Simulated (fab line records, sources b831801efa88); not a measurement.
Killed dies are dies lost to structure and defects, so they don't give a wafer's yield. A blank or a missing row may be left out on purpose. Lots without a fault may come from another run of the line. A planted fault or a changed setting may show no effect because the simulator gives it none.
Which tool did it? | flow gf180mcu | 12 lots, 36 wafers sampled, at 6 steps of a route of 602

WHAT THE GAUGES READ, wafer by wafer
GF_M5_OVL_MEAS_08.
lot  | measured     | on         | M5_OVL (nm)
L075 | day 26 16:10 | overlay-01 | 10 -5 6
L077 | day 27 06:03 | overlay-01 | 3 1 -1
L079 | day 27 21:40 | overlay-01 | 7 3 -2
L081 | day 28 12:46 | overlay-01 | 11 8 -1
L083 | day 29 03:25 | overlay-02 | 6 3 -10
L085 | day 29 18:19 | overlay-02 | 5 1 1
L087 | day 30 16:05 | overlay-02 | 5 -1 -8
L089 | day 31 03:47 | overlay-02 | -2 2 -4
L091 | day 31 10:59 | overlay-02 | -2 -3 -3
L093 | day 32 00:08 | overlay-01 | 11 11 13
L095 | day 32 10:01 | overlay-01 | 4 2 10
L097 | day 32 19:28 | overlay-02 | 4 6 2

WHICH TOOL RAN EACH LOT (tool, then ch and the chambers of the sampled wafers, then the start)
lot  | GF_M1_SPUTTER_04             | GF_V3_CVD_23                  | GF_MIM_SPUTTER_09            | GF_MIM_METAL_ETCH_19              | GF_MIM_STRIP_20
L075 | pvd_sputter-02, day 16 13:54 | cvd_w-01 ch 0,1, day 22 19:35 | pvd_sputter-03, day 24 20:31 | rie_metal-01 ch 0,1, day 25 18:24 | plasma_asher-03 ch 0,1, day 25 18:28
L077 | pvd_sputter-04, day 17 05:57 | cvd_w-01 ch 0,1, day 23 12:43 | pvd_sputter-03, day 25 12:21 | rie_metal-03 ch 0,1, day 26 09:07 | plasma_asher-01 ch 1, day 26 09:11
L079 | pvd_sputter-03, day 17 21:53 | cvd_w-02 ch 0,1, day 24 04:32 | pvd_sputter-04, day 26 04:11 | rie_metal-01 ch 0,1, day 27 01:04 | plasma_asher-01 ch 0,1, day 27 01:08
L081 | pvd_sputter-02, day 18 16:50 | cvd_w-02 ch 0,1, day 24 22:16 | pvd_sputter-04, day 26 20:53 | rie_metal-02 ch 0,1, day 27 16:19 | plasma_asher-01 ch 0,1, day 27 16:23
L083 | pvd_sputter-03, day 19 10:46 | cvd_w-02 ch 1, day 25 13:22   | pvd_sputter-02, day 27 11:31 | rie_metal-03 ch 0,1, day 28 07:07 | plasma_asher-01 ch 0,1, day 28 07:11
L085 | pvd_sputter-02, day 20 06:02 | cvd_w-01 ch 0,1, day 26 06:42 | pvd_sputter-04, day 28 03:45 | rie_metal-02 ch 0,1, day 28 22:23 | plasma_asher-01 ch 0,1, day 28 22:28
L087 | pvd_sputter-04, day 21 07:47 | cvd_w-02 ch 1, day 27 06:13   | pvd_sputter-04, day 29 02:08 | rie_metal-02 ch 0,1, day 29 21:22 | plasma_asher-04 ch 1, day 29 21:26
L089 | pvd_sputter-04, day 22 01:08 | cvd_w-01 ch 0,1, day 27 20:00 | pvd_sputter-03, day 29 14:34 | rie_metal-01 ch 1, day 30 09:10   | plasma_asher-04 ch 1, day 30 09:14
L091 | pvd_sputter-04, day 22 10:20 | cvd_w-02 ch 0,1, day 28 03:52 | pvd_sputter-04, day 29 22:41 | rie_metal-02 ch 0,1, day 30 16:47 | plasma_asher-01 ch 0,1, day 30 16:52
L093 | pvd_sputter-02, day 23 03:25 | cvd_w-02 ch 0,1, day 28 18:19 | pvd_sputter-03, day 30 12:00 | rie_metal-01 ch 1, day 31 06:07   | plasma_asher-03 ch 0,1, day 31 06:14
L095 | pvd_sputter-02, day 23 16:35 | cvd_w-01 ch 0,1, day 29 06:35 | pvd_sputter-03, day 30 23:31 | rie_metal-01 ch 0,1, day 31 16:49 | plasma_asher-01 ch 0,1, day 31 16:53
L097 | pvd_sputter-02, day 24 05:34 | cvd_w-01 ch 0,1, day 29 17:28 | pvd_sputter-03, day 31 10:07 | rie_metal-02 ch 0,1, day 32 03:05 | plasma_asher-03 ch 0,1, day 32 03:10
- GF_M1_SPUTTER_04: material TiN, target thk 50 nm, time 41.7 s.
- GF_V3_CVD_23: deposits W, target thk 350 nm, time 104.9 s.
- GF_MIM_SPUTTER_09: material TiN, target thk 35 nm, time 29.2 s.
- GF_MIM_METAL_ETCH_19: etches the open film in Cl2/BCl3, stops on Si3N4, target depth 324.5 nm, time 54.1 s.
- GF_MIM_STRIP_20: strips in O2/N2.

THE ANSWER, worked out from the rows above alone
Rule: what is usual is taken from the lots themselves. Put in order of their means at a reading, lots are off if they are a third of the lots or fewer, leave a main group of 4 or more, and stand apart from it by a gap of 3 or more times the standard deviation of the main group's means; of several such gaps the widest counts. A main group whose means are all the same, to the digits that the tables above print for the reading, isn't used. A lot without any number at a reading at which 4 lots or more have one is off too. The other lots that the step has rows for count as sound.
No lot is off at any reading shown: from this, nothing can be told.

WHAT THE SIMULATOR HAD PUT IN
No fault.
